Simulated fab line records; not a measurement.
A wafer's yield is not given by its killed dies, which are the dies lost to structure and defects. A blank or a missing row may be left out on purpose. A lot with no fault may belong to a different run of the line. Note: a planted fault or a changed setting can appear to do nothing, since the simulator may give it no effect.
Matching of chambers || flow sky130 || cmp-01 running SKY_VIA2_CMP_02: 4 sister chambers
The step polishes SiO2. 8 wafers are shown with their chamber, then 7 later ones without.

WAFERS PAIRED WITH THEIR CHAMBERS
{"wafer": "L326.1", "chamber": 3, "motor_current_A (A)": 11.2}
{"wafer": "L332.4", "chamber": 3, "motor_current_A (A)": 11.6}
{"wafer": "L332.6", "chamber": 0, "motor_current_A (A)": 14.5}
{"wafer": "L335.6", "chamber": 1, "motor_current_A (A)": 11.3}
{"wafer": "L334.1", "chamber": 0, "motor_current_A (A)": 14.5}
{"wafer": "L334.2", "chamber": 2, "motor_current_A (A)": 11.4}
{"wafer": "L336.3", "chamber": 1, "motor_current_A (A)": 12.5}
{"wafer": "L336.4", "chamber": 2, "motor_current_A (A)": 10.8}

WAFERS WITH NO CHAMBER GIVEN
{"wafer": "L336.5", "motor_current_A (A)": 12.1}
{"wafer": "L343.1", "motor_current_A (A)": 11.9}
{"wafer": "L343.4", "motor_current_A (A)": 11.0}
{"wafer": "L343.5", "motor_current_A (A)": 11.0}
{"wafer": "L345.1", "motor_current_A (A)": 15.6}
{"wafer": "L345.3", "motor_current_A (A)": 11.4}
{"wafer": "L345.4", "motor_current_A (A)": 11.5}

CHAMBER TAKEN BY EACH
{"wafer": "L336.5", "from the rows above": "can't be placed: 1 or 3 or 2", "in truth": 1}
{"wafer": "L343.1", "from the rows above": "can't be placed: 1 or 3 or 2", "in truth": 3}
{"wafer": "L343.4", "from the rows above": "can't be placed: 2 or 3 or 1", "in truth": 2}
{"wafer": "L343.5", "from the rows above": "can't be placed: 2 or 3 or 1", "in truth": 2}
{"wafer": "L345.1", "from the rows above": 0, "in truth": 0}
{"wafer": "L345.3", "from the rows above": "can't be placed: 3 or 2 or 1", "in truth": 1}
{"wafer": "L345.4", "from the rows above": "can't be placed: 3 or 2 or 1", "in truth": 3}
Correct placement for 1 of the 7. Unplaceable from these rows: 6, with the true chamber sitting among the candidates in 6. 0 placed wrongly.
How it was worked out, from the rows above alone: a wafer's distance from a chamber is the root of the sum, over the readings, of the square of ((its reading less the chamber's mean) divided by the reading's scatter). If the next closest chamber is less than 2 further off than the closest, the wafer can't be placed; otherwise it belongs to the closest. Each chamber's mean is taken over the wafers shown for it. The scatter is the square root of a quotient: the sum, over the shown wafers, of each reading's squared deviation from its chamber's mean, divided by wafers minus chambers.
